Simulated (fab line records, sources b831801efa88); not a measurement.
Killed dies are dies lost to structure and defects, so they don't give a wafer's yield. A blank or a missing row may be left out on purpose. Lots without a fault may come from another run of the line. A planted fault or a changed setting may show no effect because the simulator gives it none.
fab line records | flow sky130
record lots=12 wafers=36 last_day=50
route steps=708 shown METAL4@598 VIA4@650 PASSIVATION@681 PAD_OPEN@708
lots that met no fault: from a run of the same line without faults
start_h: hours from the record's first day to the start of the lot's first wafer shown | wait_h: hours since the lot's step before | " the same as in the row above | L1.1+2: a row that stands for several wafers | - no value, or no start given | * or withheld: withheld | < > ~ a bound
route shown NAME@n: a module of which the file shows steps, and the number in the route of the first | usual: mean/standard deviation of fault-free wafers | same: alike in all rows | chamber/n: place in a boat | sites: the reading at each site | _std_site: their standard deviation | _edge_site: outer sites' mean less inner sites' | radius_mm: how far each site lies from the wafer's centre | mask NAME#n: copy n | behind: the tool/chamber that last shaped the wafer | hold: why the lot was held/for how many hours/how that ended | device: the transistor (n, p or np) that didn't switch | end of line: the same wafers' tests at the end of the route | a step without rows: its recipe alone | killed: dies lost to structure and defects at the first sort, not the wafer's yield | map: a wafer's dies, x killed, . not, _ none there
set.NAME: the setting as run; set.NAME@STEP: as run at that earlier step | model.NAME: the simulator's own value behind a step, which no gauge read
steps of the route over a sample of lots; a table a step, a row a wafer
services: from which hour (start_h, from the record's first day; less than 0 if before it) a tool's chamber was out of use, for how many hours, and why
## steps
# step SKY_METAL4_SPUTTER_00
# recipe material=Ti target_thk_nm=15 power_w=3000 time_s=10 chamber_pressure_pa=0.4
# usual throttle_valve_pct=29.7/0.84
# columns lot.wafer tool chamber start_h wait_h throttle_valve_pct
L430.1 pvd_sputter-03 - 925.12 0.2 30.7
L430.2 " - " " 29.5
L430.5 " - " " 30.8
L433.2 pvd_sputter-03 - 949.49 0.2 29.0
L433.5 " - " " 28.8
L433.6 " - " " 31.1
L437.2 pvd_sputter-04 - 986.29 0.2 29.3
L437.3 " - " " 31.4
L437.6 " - " " 28.8
L438.2 pvd_sputter-03 - 991.03 0.1 29.2
L438.5 " - " " 31.1
L438.6 " - " " 28.9
L439.3 pvd_sputter-02 - 1002.08 0.2 30.6
L439.4 " - " " 29.4
L439.6 " - " " 30.6
L442.1 pvd_sputter-03 - 1012.76 0.1 29.3
L442.2 " - " " 28.9
L442.6 " - " " 29.2
L443.1 pvd_sputter-02 - 1023.90 0.1 30.3
L443.2 " - " " 30.5
L443.4 " - " " 29.3
L444.4 pvd_sputter-03 - 1028.66 0.1 30.9
L444.5 " - " " 30.9
L444.6 " - " " 29.0
L448.1 pvd_sputter-03 - 1056.83 0.2 29.4
L448.4 " - " " 28.9
L448.6 " - " " 31.1
L449.1 pvd_sputter-03 - 1057.95 0.1 28.9
L449.3 " - " " 29.3
L449.6 " - " " 29.3
L450.2 pvd_sputter-03 - 1081.08 0.2 29.2
L450.3 " - " " 29.0
L450.5 " - " " 31.0
L453.2 pvd_sputter-02 - 1092.24 0.1 29.4
L453.3 " - " " 30.6
L453.5 " - " " 29.3
# step SKY_VIA4_OVL_MEAS_11
# usual VIA4_OVL=0.0/1.8
# columns lot.wafer tool chamber start_h wait_h VIA4_OVL[nm]
L430.1 overlay-01 - 1000.18 0.1 -1.5
L430.2 " - " " 0.1
L430.5 " - " " 1.5
L433.2 overlay-01 - 1022.21 0.1 3.5
L433.5 " - " " 3.2
L433.6 " - " " 3.0
L437.2 overlay-01 - 1055.54 0.1 1.3
L437.3 " - " " 1.7
L437.6 " - " " 0.6
L438.2 overlay-02 - 1061.61 0.1 0.8
L438.5 " - " " 0.3
L438.6 " - " " 0.6
L439.3 overlay-02 - 1071.04 0.1 1.5
L439.4 " - " " 1.6
L439.6 " - " " 1.7
L442.1 overlay-01 - 1080.77 0.1 -2.4
L442.2 " - " " -2.2
L442.6 " - " " -1.3
L443.1 overlay-02 - 1090.72 0.1 0.4
L443.2 " - " " 0.5
L443.4 " - " " -1.8
L444.4 overlay-01 - 1095.50 0.1 0.9
L444.5 " - " " 0.5
L444.6 " - " " 2.6
L448.1 overlay-01 - 1120.38 0.1 2.0
L448.4 " - " " 1.3
L448.6 " - " " 1.2
L449.1 overlay-01 - 1122.36 0.1 -1.9
L449.3 " - " " -0.9
L449.6 " - " " -3.2
L450.2 overlay-01 - 1142.51 0.1 2.9
L450.3 " - " " 1.1
L450.5 " - " " 0.9
L453.2 overlay-01 - 1152.57 0.1 -0.9
L453.3 " - " " -0.7
L453.5 " - " " -1.3
# step SKY_VIA4_CMP_21
# recipe stop_on=SiO2 t_overpolish_s=25 down_force_psi=3.5 platen_rpm=60 target_thk_nm=0 pad_velocity_m_s=0.94248
# usual edge_zone_pressure_frac=1.000/0.0046 head_pressure_psi=3.500/0.0073 motor_current_A=11.0/1.5 overpolish_run_s=25.001/0.008 time_to_endpoint_s=120/6
# columns lot.wafer tool chamber start_h wait_h edge_zone_pressure_frac head_pressure_psi motor_current_A overpolish_run_s time_to_endpoint_s
L430.1 cmp-01 2 1001.32 0.1 1.008 3.496 10.1 24.989 117
L430.2 " 1 " " 0.995 3.499 12.1 25.005 118
L430.5 " 2 " " 1.001 3.498 10.4 25.003 120
L433.2 cmp-02 0 1023.35 0.1 1.004 3.500 10.8 24.988 125
L433.5 " 3 " " 0.993 3.496 9.5 24.986 116
L433.6 " 0 " " 1.005 3.488 10.7 25.005 126
L437.2 cmp-01 2 1057.05 0.0 0.998 3.499 10.6 24.996 116
L437.3 " 1 " " 0.999 3.505 11.8 25.002 111
L437.6 " 2 " " 0.996 3.507 10.3 25.001 118
L438.2 cmp-01 2 1062.87 0.2 1.008 3.515 9.8 24.999 117
L438.6 " 3 " " 0.996 3.488 9.2 25.003 124
L438.5 " 0 " " 0.996 3.503 13.6 25.007 124
L439.4 cmp-02 0 1072.22 0.1 0.993 3.495 11.2 24.985 124
L439.3 " 1 " " 0.995 3.505 10.8 25.012 113
L439.6 " 3 " " 1.001 3.499 9.5 25.000 107
L442.2 cmp-01 2 1081.91 0.1 0.999 3.508 10.8 25.009 118
L442.1 " 0 " " 0.994 3.507 13.5 25.008 124
L442.6 " 2 " " 1.006 3.502 10.0 24.999 119
L443.2 cmp-01 0 1092.24 0.5 0.998 3.483 13.3 25.010 120
L443.1 " 2 " " 0.995 3.510 10.0 24.991 118
L443.4 " 3 " " 0.993 3.500 9.6 25.006 129
L444.4 cmp-02 3 1096.78 0.1 1.003 3.507 9.1 24.987 111
L444.5 " 2 " " 1.000 3.507 12.2 25.005 116
L444.6 " 3 " " 1.002 3.495 8.7 25.000 113
L448.4 cmp-01 0 1121.57 0.1 - - - - -
L448.1 " 1 " " - - - - -
L448.6 " 3 " " - - - - -
L449.3 cmp-01 0 1123.56 0.1 - - - - -
L449.1 " 1 " " - - - - -
L449.6 " 3 " " - - - - -
L450.2 cmp-01 3 1143.70 0.1 - - - - -
L450.3 " 0 " " - - - - -
L450.5 " 2 " " - - - - -
L453.2 cmp-02 1 1153.79 0.1 1.001 3.489 10.5 24.992 120
L453.3 " 2 " " 1.003 3.508 12.6 25.013 114
L453.5 " 3 " " 0.998 3.500 9.6 25.021 116
# step SKY_PASSIVATION_CVD_00
# recipe material=SiO2 target_thk_nm=90 temp_c=400 time_s=withheld rf_w=600
# usual heater_power_w=730/170
# columns lot.wafer tool chamber start_h wait_h heater_power_w
L430.1 pecvd-04 0 1025.60 0.0 1066
L430.2 " 2 " " 468
L430.5 " 0 " " 1068
L433.2 pecvd-02 2 1047.27 0.0 709
L433.5 " 2 " " 738
L433.6 " 0 " " 834
L437.2 pecvd-04 1 1079.54 0.0 680
L437.3 " 2 " " 514
L437.6 " 0 " " 1106
L438.2 pecvd-02 1 1084.14 0.0 611
L438.5 " 0 " " 848
L438.6 " 1 " " 612
L439.3 pecvd-02 0 1094.03 0.0 772
L439.4 " 2 " " 805
L439.6 " 1 " " 622
L442.1 pecvd-02 2 1103.66 0.0 792
L442.2 " 1 " " 529
L442.6 " 1 " " 567
L443.1 pecvd-04 1 1113.28 0.0 662
L443.2 " 2 " " 520
L443.4 " 2 " " 540
L444.4 pecvd-04 1 1117.65 0.0 680
L444.5 " 2 " " 452
L444.6 " 0 " " 994
L453.2 pecvd-01 1 1172.02 0.0 789
L453.3 " 2 " " 560
L453.5 " 0 " " 869
# step SKY_PAD_OPEN_PROBE_99
# usual defect_limited_yield=82.8/2.1 killed_at_M0_to_M3=42/6.6 killed_at_M4_up=3.1/1.9 killed_at_contacts=24/5.6 killed_at_front_end=15/4.8 killed_at_other=0.3/0.48 killed_dies=84/10 killed_on_rim=16/3.9 killed_open=47/6.8 killed_short=37/6.8 sort_bin_3_pad_short=0.9/0.48 sort_bin_5_function=10.1/1.4 sort_bin_6_memory=6.2/1.2 sort_bin_8_speed=0.00/0.017 sort_n_pass=408/10 sort_yield_pct=82.8/2.1
# same gross_dies=492 killed_at_back_side=0 sort_bin_4_leakage[%]=0
# columns lot.wafer tool chamber start_h wait_h hold defect_limited_yield[%] killed_at_M0_to_M3 killed_at_M4_up killed_at_contacts killed_at_front_end killed_at_other killed_dies killed_on_rim killed_open killed_short sort_bin_3_pad_short[%] sort_bin_5_function[%] sort_bin_6_memory[%] sort_bin_8_speed[%] sort_n_pass sort_yield_pct[%]
L430.1 prober-01 - 1071.87 0.1 - 80.5 43 4 30 18 1 96 22 58 37 0.8 12.2 6.5 0 396 80.5
L430.2 prober-01 - 1071.92 0.1 - 88.2 26 2 21 9 0 58 15 38 20 0.6 6.5 4.7 0 434 88.2
L430.5 prober-01 - 1072.07 0.2 - 79.7 45 6 25 23 1 100 16 60 40 1.0 11.8 7.5 0 392 79.7
L433.2 prober-02 - 1092.10 0.1 - 85.0 41 3 20 9 1 74 10 46 28 0 10.4 4.7 0.20 417 84.8
L433.5 prober-02 - 1092.25 0.2 - 85.0 38 3 22 10 1 74 16 46 28 0.4 8.7 5.9 0 418 85.0
L433.6 prober-02 - 1092.30 0.2 - 84.3 35 3 31 7 1 77 16 44 33 1.6 7.9 6.1 0 415 84.3
L437.2 prober-02 - 1122.48 0.1 - 82.5 40 4 27 15 0 86 23 49 37 1.0 10.8 5.7 0 406 82.5
L437.3 prober-02 - 1122.53 0.2 - 83.7 33 10 17 20 0 80 12 41 39 1.4 9.6 5.3 0 412 83.7
L437.6 prober-02 - 1122.68 0.2 - 85.0 47 3 20 4 0 74 7 38 36 1.8 8.1 5.1 0 418 85.0
L438.2 prober-01 - 1126.58 0.1 - 81.7 44 7 26 12 1 90 17 46 44 1.4 11.0 5.9 0 402 81.7
L438.5 prober-01 - 1126.73 0.2 - 85.0 29 4 31 10 0 74 14 43 31 1.4 7.7 5.9 0 418 85.0
L438.6 prober-01 - 1126.78 0.2 - 83.7 35 6 24 15 0 80 9 46 34 0.8 10.0 5.5 0 412 83.7
L439.3 prober-02 - 1136.61 0.2 - 84.8 41 2 19 13 0 75 19 47 28 1.0 7.9 6.3 0 417 84.8
L439.4 prober-02 - 1136.66 0.2 - 83.3 35 2 28 17 0 82 17 40 42 1.0 8.5 7.1 0 410 83.3
L439.6 prober-02 - 1136.76 0.2 - 81.5 44 5 22 20 0 91 18 50 41 1.0 11.6 5.9 0 401 81.5
L442.1 prober-01 - 1145.18 0.1 - 85.2 39 4 17 13 0 73 15 36 37 0.4 7.7 6.7 0 419 85.2
L442.2 prober-01 - 1145.23 0.1 - 82.7 42 1 22 20 0 85 21 50 35 1.0 10.0 6.3 0 407 82.7
L442.6 prober-01 - 1145.43 0.2 - 82.1 45 4 21 18 0 88 25 54 34 1.2 9.1 7.5 0 404 82.1
L443.1 prober-02 - 1153.48 0.1 - 83.7 41 2 26 11 0 80 13 42 38 1.0 11.6 3.7 0 412 83.7
L443.2 prober-02 - 1153.53 0.1 - 80.7 46 4 38 7 0 95 18 56 39 0.6 10.4 8.3 0 397 80.7
L443.4 prober-02 - 1153.63 0.2 - 81.3 45 2 29 16 0 92 11 44 48 0.8 9.8 8.1 0 400 81.3
L444.4 prober-01 - 1157.61 0.2 - 82.3 46 2 26 13 0 87 15 48 39 1.4 10.0 6.3 0 405 82.3
L444.5 prober-01 - 1157.66 0.2 - 83.9 43 0 29 7 0 79 13 44 35 0.6 10.0 5.5 0 413 83.9
L444.6 prober-01 - 1157.71 0.2 - 84.1 31 4 25 18 0 78 15 52 26 0.4 10.2 5.3 0 414 84.1
L449.1 prober-02 - 1184.36 2.7 await_dispo/3.4h/scrap 0 28 435 21 8 0 492 96 27 34 88.6 6.7 4.7 0 0 0
L449.3 prober-02 - 1184.46 2.8 await_dispo/3.4h/scrap 0 31 417 29 14 1 492 96 45 33 85.0 10.6 4.5 0 0 0
L449.6 prober-02 - 1184.61 2.9 await_dispo/3.4h/scrap 0 30 416 31 15 0 492 96 47 36 83.7 10.2 6.1 0 0 0
L448.1 prober-01 - 1186.51 5.6 await_dispo/1.0h/scrap 0 43 401 29 19 0 492 96 58 36 81.9 12.4 5.7 0 0 0
L448.4 prober-01 - 1186.66 5.7 await_dispo/1.0h/scrap 0 44 412 27 9 0 492 96 41 41 84.8 10.8 4.5 0 0 0
L448.6 prober-01 - 1186.76 5.8 await_dispo/1.0h/scrap 0 47 409 21 15 0 492 96 51 33 83.9 9.6 6.5 0 0 0
L450.2 prober-01 - 1200.15 2.2 await_dispo/16.6h/scrap 0 36 409 30 16 1 492 96 45 39 83.3 10.2 6.5 0 0 0
L450.3 prober-01 - 1200.20 2.2 await_dispo/16.6h/scrap 0 47 415 25 5 0 492 96 46 34 83.9 9.1 6.9 0 0 0
L450.5 prober-01 - 1200.30 2.3 await_dispo/16.6h/scrap 0 42 422 19 8 1 492 96 39 33 85.6 9.6 4.9 0 0 0
L453.2 prober-02 - 1203.43 0.1 - 83.9 37 1 26 15 0 79 13 41 38 0.4 8.5 7.1 0 413 83.9
L453.3 prober-02 - 1203.48 0.2 - 82.5 36 5 27 18 0 86 17 51 35 0.6 10.2 6.7 0 406 82.5
L453.5 prober-02 - 1203.58 0.2 - 85.2 34 3 24 11 1 73 11 38 35 1.4 8.1 5.3 0 419 85.2
# killed by level:class
L430.1 CONTACT:geometric_particle:open=11 POLY_GATE:geometric_particle:open=9 LOCAL_INTERCONNECT:geometric_particle:short=9 VIA1:geometric_particle:open=9 VIA2:geometric_particle:open=8 METAL2:geometric_particle:short=7 LI_CONTACT:geometric_particle:open=7 METAL1:geometric_particle:short=4
L430.2 CONTACT:geometric_particle:open=11 VIA1:geometric_particle:open=6 VIA2:geometric_particle:open=5 VIA3:geometric_particle:open=5 LI_CONTACT:geometric_particle:open=4 LOCAL_INTERCONNECT:geometric_particle:short=4 POLY_GATE:geometric_particle:open=3 METAL2:geometric_particle:short=3
L430.5 VIA1:geometric_particle:open=12 CONTACT:geometric_particle:open=10 VIA2:geometric_particle:open=10 POLY_GATE:geometric_particle:open=8 FIELD_ISO:geometric_particle:short=6 LI_CONTACT:geometric_particle:open=6 VIA2:geometric_particle:short=5 POLY_GATE:geometric_particle:short=4
L433.2 VIA3:geometric_particle:open=9 CONTACT:geometric_particle:open=8 VIA1:geometric_particle:open=7 LOCAL_INTERCONNECT:geometric_particle:short=6 VIA2:geometric_particle:open=6 METAL2:geometric_particle:short=5 POLY_GATE:geometric_particle:open=4 LI_CONTACT:geometric_particle:open=3
L433.5 CONTACT:geometric_particle:open=10 VIA3:geometric_particle:open=10 LI_CONTACT:geometric_particle:open=8 VIA1:geometric_particle:open=7 METAL1:geometric_particle:short=5 FIELD_ISO:geometric_particle:short=4 METAL2:geometric_particle:short=4 LI_CONTACT:geometric_particle:short=3
L433.6 LI_CONTACT:geometric_particle:open=16 VIA2:geometric_particle:open=8 CONTACT:geometric_particle:open=6 LOCAL_INTERCONNECT:geometric_particle:short=5 METAL1:geometric_particle:short=4 VIA1:geometric_particle:short=3 VIA1:geometric_particle:open=3 METAL2:geometric_particle:short=3
L437.2 VIA1:geometric_particle:open=11 CONTACT:geometric_particle:short=8 VIA3:geometric_particle:open=8 LI_CONTACT:geometric_particle:open=6 CONTACT:geometric_particle:open=5 METAL2:geometric_particle:short=5 FIELD_ISO:geometric_particle:short=4 POLY_GATE:geometric_particle:open=4
L437.3 VIA1:geometric_particle:open=10 LI_CONTACT:geometric_particle:open=9 METAL4:geometric_particle:short=6 FIELD_ISO:geometric_particle:short=4 POLY_GATE:geometric_particle:short=4 POLY_GATE:geometric_particle:open=4 CONTACT:geometric_particle:open=4 VIA2:geometric_particle:open=4
L437.6 METAL1:geometric_particle:short=14 VIA1:geometric_particle:open=10 CONTACT:geometric_particle:open=9 VIA2:geometric_particle:open=8 LOCAL_INTERCONNECT:geometric_particle:short=4 VIA1:geometric_particle:short=4 METAL2:geometric_particle:short=4 VIA3:geometric_particle:open=4
L438.2 VIA1:geometric_particle:open=10 VIA2:geometric_particle:open=9 CONTACT:geometric_particle:open=7 VIA3:geometric_particle:open=7 LI_CONTACT:geometric_particle:open=6 LOCAL_INTERCONNECT:geometric_particle:short=6 CONTACT:geometric_particle:short=5 METAL1:geometric_particle:short=5
L438.5 CONTACT:geometric_particle:open=12 VIA1:geometric_particle:open=11 FIELD_ISO:geometric_particle:open=6 LI_CONTACT:geometric_particle:open=5 LOCAL_INTERCONNECT:geometric_particle:short=5 CONTACT:geometric_particle:short=5 VIA1:geometric_particle:short=5 METAL2:geometric_particle:short=4
L438.6 LI_CONTACT:geometric_particle:open=10 CONTACT:geometric_particle:open=9 VIA1:geometric_particle:open=7 POLY_GATE:geometric_particle:short=6 VIA2:geometric_particle:open=5 METAL4:geometric_particle:short=5 POLY_GATE:geometric_particle:open=4 METAL2:geometric_particle:open=4
L439.3 VIA1:geometric_particle:open=10 VIA2:geometric_particle:open=10 CONTACT:geometric_particle:open=8 METAL2:geometric_particle:short=6 FIELD_ISO:geometric_particle:open=4 LI_CONTACT:geometric_particle:open=4 CONTACT:geometric_particle:short=4 VIA3:geometric_particle:open=4
L439.4 CONTACT:geometric_particle:open=10 CONTACT:geometric_particle:short=8 VIA3:geometric_particle:open=7 FIELD_ISO:geometric_particle:open=6 METAL2:geometric_particle:short=6 FIELD_ISO:geometric_particle:short=5 LI_CONTACT:geometric_particle:open=5 VIA1:geometric_particle:short=5
L439.6 VIA1:geometric_particle:open=9 CONTACT:geometric_particle:open=8 VIA3:geometric_particle:open=8 FIELD_ISO:geometric_particle:open=7 METAL2:geometric_particle:short=7 METAL1:geometric_particle:short=6 FIELD_ISO:geometric_particle:short=5 LI_CONTACT:geometric_particle:open=4
L442.1 VIA1:geometric_particle:open=10 CONTACT:geometric_particle:open=6 VIA1:geometric_particle:short=6 FIELD_ISO:geometric_particle:short=5 METAL2:geometric_particle:short=5 VIA2:geometric_particle:open=5 VIA3:geometric_particle:open=5 LI_CONTACT:geometric_particle:open=4
L442.2 CONTACT:geometric_particle:open=9 VIA1:geometric_particle:open=9 VIA3:geometric_particle:open=7 LI_CONTACT:geometric_particle:open=6 METAL2:geometric_particle:short=6 FIELD_ISO:geometric_particle:open=5 POLY_GATE:geometric_particle:short=5 VIA1:geometric_particle:short=4
L442.6 VIA1:geometric_particle:open=17 FIELD_ISO:geometric_particle:open=7 VIA2:geometric_particle:open=6 CONTACT:geometric_particle:open=6 VIA3:geometric_particle:open=6 POLY_GATE:geometric_particle:short=5 LOCAL_INTERCONNECT:geometric_particle:short=5 CONTACT:geometric_particle:short=5
L443.1 CONTACT:geometric_particle:open=13 VIA1:geometric_particle:open=13 METAL2:geometric_particle:short=11 CONTACT:geometric_particle:short=6 LI_CONTACT:geometric_particle:open=5 VIA2:geometric_particle:open=5 POLY_GATE:geometric_particle:short=4 VIA1:geometric_particle:short=4
L443.2 CONTACT:geometric_particle:open=14 VIA1:geometric_particle:open=13 LI_CONTACT:geometric_particle:open=9 CONTACT:geometric_particle:short=7 VIA2:geometric_particle:open=7 VIA1:geometric_particle:short=6 LOCAL_INTERCONNECT:geometric_particle:short=5 VIA3:geometric_particle:open=5
L443.4 VIA1:geometric_particle:open=13 CONTACT:geometric_particle:open=9 METAL2:geometric_particle:short=8 FIELD_ISO:geometric_particle:short=7 LI_CONTACT:geometric_particle:open=6 CONTACT:geometric_particle:short=6 METAL1:geometric_particle:short=6 VIA3:geometric_particle:open=6
L444.4 VIA1:geometric_particle:open=11 LI_CONTACT:geometric_particle:open=9 CONTACT:geometric_particle:open=8 VIA3:geometric_particle:open=7 LI_CONTACT:geometric_particle:short=6 VIA2:geometric_particle:open=6 POLY_GATE:geometric_particle:short=5 VIA1:geometric_particle:short=5
L444.5 VIA1:geometric_particle:open=12 CONTACT:geometric_particle:open=11 VIA2:geometric_particle:open=6 METAL2:geometric_particle:short=6 LI_CONTACT:geometric_particle:open=5 LOCAL_INTERCONNECT:geometric_particle:short=5 LI_CONTACT:geometric_particle:short=4 CONTACT:geometric_particle:short=4
L444.6 LI_CONTACT:geometric_particle:open=11 CONTACT:geometric_particle:open=8 POLY_GATE:geometric_particle:open=7 VIA1:geometric_particle:open=7 METAL1:geometric_particle:short=6 VIA2:geometric_particle:open=5 VIA3:geometric_particle:open=5 VIA1:geometric_particle:short=4
L449.1 VIA4:area_cmp=431 VIA2:geometric_particle:short=7 METAL2:geometric_particle:short=7 LI_CONTACT:geometric_particle:open=5 CONTACT:geometric_particle:open=5 LOCAL_INTERCONNECT:geometric_particle:short=4 CONTACT:geometric_particle:short=4 LI_CONTACT:geometric_particle:short=3
L449.3 VIA4:area_cmp=414 CONTACT:geometric_particle:open=10 LI_CONTACT:geometric_particle:open=8 LOCAL_INTERCONNECT:geometric_particle:short=8 VIA2:geometric_particle:open=7 VIA3:geometric_particle:open=6 METAL1:geometric_particle:short=6 FIELD_ISO:geometric_particle:open=4
L449.6 VIA4:area_cmp=409 CONTACT:geometric_particle:open=17 METAL2:geometric_particle:short=7 POLY_GATE:geometric_particle:open=5 LI_CONTACT:geometric_particle:open=5 VIA1:geometric_particle:open=5 LOCAL_INTERCONNECT:geometric_particle:short=5 VIA2:geometric_particle:open=4
L448.1 VIA4:area_cmp=398 VIA1:geometric_particle:open=13 CONTACT:geometric_particle:open=10 VIA3:geometric_particle:open=7 FIELD_ISO:geometric_particle:open=5 LI_CONTACT:geometric_particle:short=5 LI_CONTACT:geometric_particle:open=5 LOCAL_INTERCONNECT:geometric_particle:short=5
L448.4 VIA4:area_cmp=410 VIA3:geometric_particle:open=10 LOCAL_INTERCONNECT:geometric_particle:short=9 VIA1:geometric_particle:short=8 CONTACT:geometric_particle:open=7 VIA1:geometric_particle:open=7 VIA2:geometric_particle:open=6 CONTACT:geometric_particle:short=5
L448.6 VIA4:area_cmp=408 VIA1:geometric_particle:open=13 LI_CONTACT:geometric_particle:open=11 VIA2:geometric_particle:open=10 METAL1:geometric_particle:short=6 FIELD_ISO:geometric_particle:short=5 LOCAL_INTERCONNECT:geometric_particle:short=4 VIA3:geometric_particle:open=4
L450.2 VIA4:area_cmp=408 CONTACT:geometric_particle:open=11 FIELD_ISO:geometric_particle:open=7 METAL1:geometric_particle:short=7 LOCAL_INTERCONNECT:geometric_particle:short=6 VIA2:geometric_particle:open=6 LI_CONTACT:geometric_particle:open=5 CONTACT:geometric_particle:short=5
L450.3 VIA4:area_cmp=412 CONTACT:geometric_particle:open=9 VIA1:geometric_particle:short=9 VIA2:geometric_particle:open=8 VIA1:geometric_particle:open=7 VIA3:geometric_particle:open=7 LI_CONTACT:geometric_particle:open=6 METAL2:geometric_particle:short=5
L450.5 VIA4:area_cmp=420 CONTACT:geometric_particle:open=8 VIA2:geometric_particle:open=8 METAL1:geometric_particle:short=7 VIA1:geometric_particle:open=6 METAL2:geometric_particle:short=4 LOCAL_INTERCONNECT:geometric_particle:short=4 CONTACT:geometric_particle:short=4
L453.2 CONTACT:geometric_particle:open=9 LI_CONTACT:geometric_particle:open=8 VIA2:geometric_particle:open=6 METAL2:geometric_particle:short=6 FIELD_ISO:geometric_particle:open=5 VIA1:geometric_particle:short=5 METAL1:geometric_particle:short=5 CONTACT:geometric_particle:short=4
L453.3 VIA1:geometric_particle:open=11 CONTACT:geometric_particle:open=10 FIELD_ISO:geometric_particle:open=9 CONTACT:geometric_particle:short=8 VIA2:geometric_particle:open=5 LI_CONTACT:geometric_particle:open=5 FIELD_ISO:geometric_particle:short=4 METAL2:geometric_particle:short=4
L453.5 LI_CONTACT:geometric_particle:open=8 CONTACT:geometric_particle:open=7 METAL1:geometric_particle:short=6 VIA1:geometric_particle:short=6 VIA1:geometric_particle:open=5 FIELD_ISO:geometric_particle:short=4 FIELD_ISO:geometric_particle:open=4 LOCAL_INTERCONNECT:geometric_particle:short=4
## services
# columns tool chamber start_h hours kind
cmp-01 - 906.49 0.8 repair
cmp-01 - 912.18 4.0 pm
cmp-01 - 916.18 - consumable_replace:conditioner
cmp-01 - 916.18 - consumable_replace:pad
pecvd-04 1 922.01 2.4 repair
pvd_sputter-02 - 927.87 0.9 repair
pecvd-02 1 943.10 4.6 repair
pecvd-04 - 974.72 2.8 pm
cmp-01 - 978.80 0.9 repair
pecvd-02 - 980.05 1.9 repair
cmp-02 - 1002.93 1.0 repair
cmp-01 - 1013.04 1.8 repair
pvd_sputter-03 - 1016.58 0.5 repair
cmp-01 - 1029.34 2.6 repair
pvd_sputter-02 - 1031.99 18.2 repair
pecvd-04 - 1039.03 0.5 repair
pecvd-01 - 1051.53 6.0 pm
cmp-02 - 1089.54 4.0 pm
pecvd-02 2 1097.33 4.4 repair
pvd_sputter-04 - 1099.04 6.1 repair
pecvd-01 1 1130.01 4.6 repair
cmp-01 - 1137.65 3.6 pm
pecvd-04 - 1163.22 2.2 repair
pecvd-04 - 1171.17 4.4 repair
## key
first_sign step=SKY_VIA4_CMP_21 reading=tool_record direction=missing
effect step=SKY_PAD_OPEN_PROBE_99 reading=killed_at_M4_up direction=up sigmas=99+ usual=3.1 struck=415.1
more_kills_born_at SKY_VIA4_CMP_21@cmp-01=3710
met_at SKY_VIA4_CMP_21
struck_lots L448,L449,L450
later_rows_left_out L448.1,L448.4,L448.6,L449.1,L449.3,L449.6,L450.2,L450.3,L450.5
not_acting_at SKY_METAL4_SPUTTER_00,SKY_VIA4_OVL_MEAS_11,SKY_PASSIVATION_CVD_00
onset_between 1092.24 1121.57
fault kind=skipped_step_whole tool=cmp-01 chamber=- onset_h=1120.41 steps=SKY_VIA4_CMP_21 scope=struck_lots_only
# later_rows_left_out: the simulator's readings of these wafers behind a module that went badly wrong aren't trusted and aren't shown, but for the sort
